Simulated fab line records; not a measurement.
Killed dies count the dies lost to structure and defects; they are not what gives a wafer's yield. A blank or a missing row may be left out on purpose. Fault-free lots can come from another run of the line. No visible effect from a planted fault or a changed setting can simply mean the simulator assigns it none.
Matching of chambers / flow gf180mcu / rie-si-01 running GF_POLY_GATE_ETCH_13: 4 sister chambers
The step etches poly-Si in HBr/Cl2, stops on SiO2, target depth 198.5 nm, time 69.6 s. 4 wafers are shown with their chamber, then 8 later ones without.

WAFERS PAIRED WITH THEIR CHAMBERS
wafer=L201.6; chamber=0; throttle-valve-pct (%)=33.697
wafer=L212.2; chamber=3; throttle-valve-pct (%)=33.677
wafer=L212.6; chamber=1; throttle-valve-pct (%)=33.683
wafer=L214.1; chamber=2; throttle-valve-pct (%)=33.690

WAFERS MISSING THEIR CHAMBER
wafer=L214.3; throttle-valve-pct (%)=33.695
wafer=L214.4; throttle-valve-pct (%)=33.680
wafer=L215.2; throttle-valve-pct (%)=33.682
wafer=L215.4; throttle-valve-pct (%)=33.685
wafer=L215.5; throttle-valve-pct (%)=33.686
wafer=L216.1; throttle-valve-pct (%)=33.671
wafer=L216.4; throttle-valve-pct (%)=33.684
wafer=L216.6; throttle-valve-pct (%)=33.681

CHAMBER TAKEN BY EACH
wafer=L214.3; from the rows above=can't be placed: 0 or 2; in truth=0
wafer=L214.4; from the rows above=can't be placed: 1 or 3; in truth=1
wafer=L215.2; from the rows above=can't be placed: 1 or 3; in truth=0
wafer=L215.4; from the rows above=can't be placed: 1 or 2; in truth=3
wafer=L215.5; from the rows above=can't be placed: 1 or 2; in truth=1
wafer=L216.1; from the rows above=3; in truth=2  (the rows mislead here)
wafer=L216.4; from the rows above=can't be placed: 1 or 2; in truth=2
wafer=L216.6; from the rows above=can't be placed: 1 or 3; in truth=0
Placed correctly: 0 of 8. Cannot be placed on the basis of these rows: 7; the candidates contain the true chamber in 4. Wrongly placed: 1.
How it was worked out, from the rows above alone: a wafer's distance from a chamber is the root of the sum, over the readings, of the square of ((its reading less the chamber's mean) divided by the reading's scatter). The wafer belongs to the nearest chamber; if the next one is less than 2 further off, it can't be placed. A chamber's mean is the mean of its shown wafers. The scatter: with one shown wafer a chamber, the root of the mean of the squares of how far each hidden wafer lies from its nearest shown one.
